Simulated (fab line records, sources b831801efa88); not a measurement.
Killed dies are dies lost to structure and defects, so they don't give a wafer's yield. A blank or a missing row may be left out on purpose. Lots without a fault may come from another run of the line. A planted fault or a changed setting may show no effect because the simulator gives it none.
One fault seen from 2 desks | flow gf180mcu | each desk has only its own numbers; what lay behind them comes last

THE METROLOGY DESK
What the gauges read, lot by lot, whatever tool the lot ran on: means of the sampled wafers that have a number. A lot is out of limits, marked OUT, if its mean lies more than 4 standard deviations from the usual mean; the brackets give that distance.
Columns: A = STI_OXIDATION_THK at GF_STI_THK_MEAS_02, usual 9.98 nm; B = STI_CVD_03_THK at GF_STI_THK_MEAS_04, usual 206.3 nm; C = cd_nm at GF_STI_CD_MEAS_12, usual 219.7 nm
lot  | first seen here | A     | B     | C
L382 | day 1 11:33     | 9.97  | 202.2 | 218.5
L385 | day 2 05:01     | 10.08 | 206.2 | 220.1
L391 | day 3 08:53     | 9.78  | 206.6 | 221.0
L393 | day 3 18:32     | 9.96  | 205.5 | 220.9
L398 | day 4 19:44     | 10.07 | 208.6 | 219.6
L400 | day 5 08:37     | 10.15 | 205.2 | 218.9
L401 | day 5 13:23     | 9.95  | 202.8 | 222.4
This desk's finding: nothing out of limits on any of the 7 lots.

THE TOOL OWNER'S DESK: rie_si-02
The tool's own readings at GF_STI_ETCH_14 (etches Si in HBr/Cl2/O2, target depth 360 nm, time 102.9 s): means of the sampled wafers that have a number, for each lot that ran on this tool. A lot is out of limits, marked OUT, if its mean lies more than 4 standard deviations from the usual mean; the brackets give that distance.
Columns: A = drypump_motor_current_A at GF_STI_ETCH_14, usual 5.7 A; B = oes_product_au at GF_STI_ETCH_14, usual 1.003 a.u.; C = run_length_s at GF_STI_ETCH_14, usual 131.2 s; D = throttle_valve_pct at GF_STI_ETCH_14, usual 25.653 %
lot  | first seen here | A   | B     | C                | D
L382 | day 2 01:26     | 5.5 | 1.006 | 131.1            | 25.657
L385 | day 2 19:02     | 5.6 | 1.000 | 131.0            | 25.653
L391 | day 3 23:47     | 5.6 | 1.002 | 131.3            | 25.656
L393 | day 4 10:14     | 5.5 | 1.000 | 131.3            | 25.655
L398 | day 5 11:28     | 5.6 | 0.986 | 136.6 (+14) OUT  | 25.655
L400 | day 6 00:19     | 5.6 | 0.996 | 133.9 (+7.0) OUT | 25.649
L401 | day 6 07:07     | 5.4 | 0.998 | 136.4 (+14) OUT  | 25.654
This desk's finding: out of limits on L398, L400, L401; first on L398, day 5 11:28 (run_length_s at GF_STI_ETCH_14). In limits: L382, L385, L391, L393.

PUT TOGETHER
The tool owner's desk could have raised an alarm at day 5 11:28, on L398, L400, L401.
The metrology desk saw nothing out of limits.
The metrology desk has L398, L400, L401 on record, within its limits.
Of the lots named, all ran GF_STI_ETCH_14 on rie_si-02.

WHAT THE SIMULATOR HAD PUT IN
Process parameter drift: rie_si-02, from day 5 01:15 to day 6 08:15, at GF_STI_ETCH_14. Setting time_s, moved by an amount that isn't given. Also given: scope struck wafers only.
Lots struck among those shown: L398, L400, L401.
Hours from the fault's start to each desk's first reading out of limits: the tool owner's desk, 10.
